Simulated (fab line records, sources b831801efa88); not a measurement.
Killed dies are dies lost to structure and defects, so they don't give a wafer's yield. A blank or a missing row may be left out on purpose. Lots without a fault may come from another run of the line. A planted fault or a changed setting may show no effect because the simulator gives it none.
Which tool did it? | flow sky130 | 7 lots, 21 wafers sampled, at 2 steps of a route of 708

WHAT THE GAUGES READ, wafer by wafer
SKY_LDD_LDN_TW_MEAS_13.
lot  | measured     | on            | LDD_LDN_TW
L526 | day 23 09:40 | film_metro-04 | 1481 1482 1481
L532 | day 25 14:55 | film_metro-04 | 1485 1489 1492
L535 | day 26 15:11 | film_metro-04 | 1494 1475 1483
L537 | day 27 03:53 | film_metro-02 | 1367 1364 1375 1378 1368 1367
L544 | day 29 22:27 | film_metro-04 | 1479 1488 1475
L546 | day 30 21:29 | film_metro-02 | 1493 1491 1497
L548 | day 31 17:53 | film_metro-02 | 1485 1481 1490

WHICH TOOL RAN EACH LOT (tool, then ch and the chambers of the sampled wafers, then the start)
lot  | SKY_LDD_LDN_IMPLANT_08
L526 | implanter-01 ch 0, day 23 08:59
L532 | implanter-02 ch 0, day 25 14:13
L535 | implanter-01 ch 0, day 26 14:29
L537 | implanter-04, day 27 03:13
L544 | implanter-04 ch 0, day 29 21:47
L546 | implanter-01 ch 0, day 30 20:47
L548 | implanter-01 ch 0, day 31 17:13
- SKY_LDD_LDN_IMPLANT_08

THE ANSWER, worked out from the rows above alone
Rule: what is usual is taken from the lots themselves. Put in order of their means at a reading, lots are off if they are a third of the lots or fewer, leave a main group of 4 or more, and stand apart from it by a gap of 3 or more times the standard deviation of the main group's means; of several such gaps the widest counts. A main group whose means are all the same, to the digits that the tables above print for the reading, isn't used. A lot without any number at a reading at which 4 lots or more have one is off too. The other lots that the step has rows for count as sound.
Off: L537, at SKY_LDD_LDN_TW_MEAS_13 (LDD_LDN_TW). The main group: mean 1486, standard deviation 4.5.
A tool fits if, at a process step before that reading, it ran every lot that is off, and no sound lot after the first of them. The gauges at SKY_LDD_LDN_TW_MEAS_13 are tried like those tools. None of those tried fits.

WHAT THE SIMULATOR HAD PUT IN
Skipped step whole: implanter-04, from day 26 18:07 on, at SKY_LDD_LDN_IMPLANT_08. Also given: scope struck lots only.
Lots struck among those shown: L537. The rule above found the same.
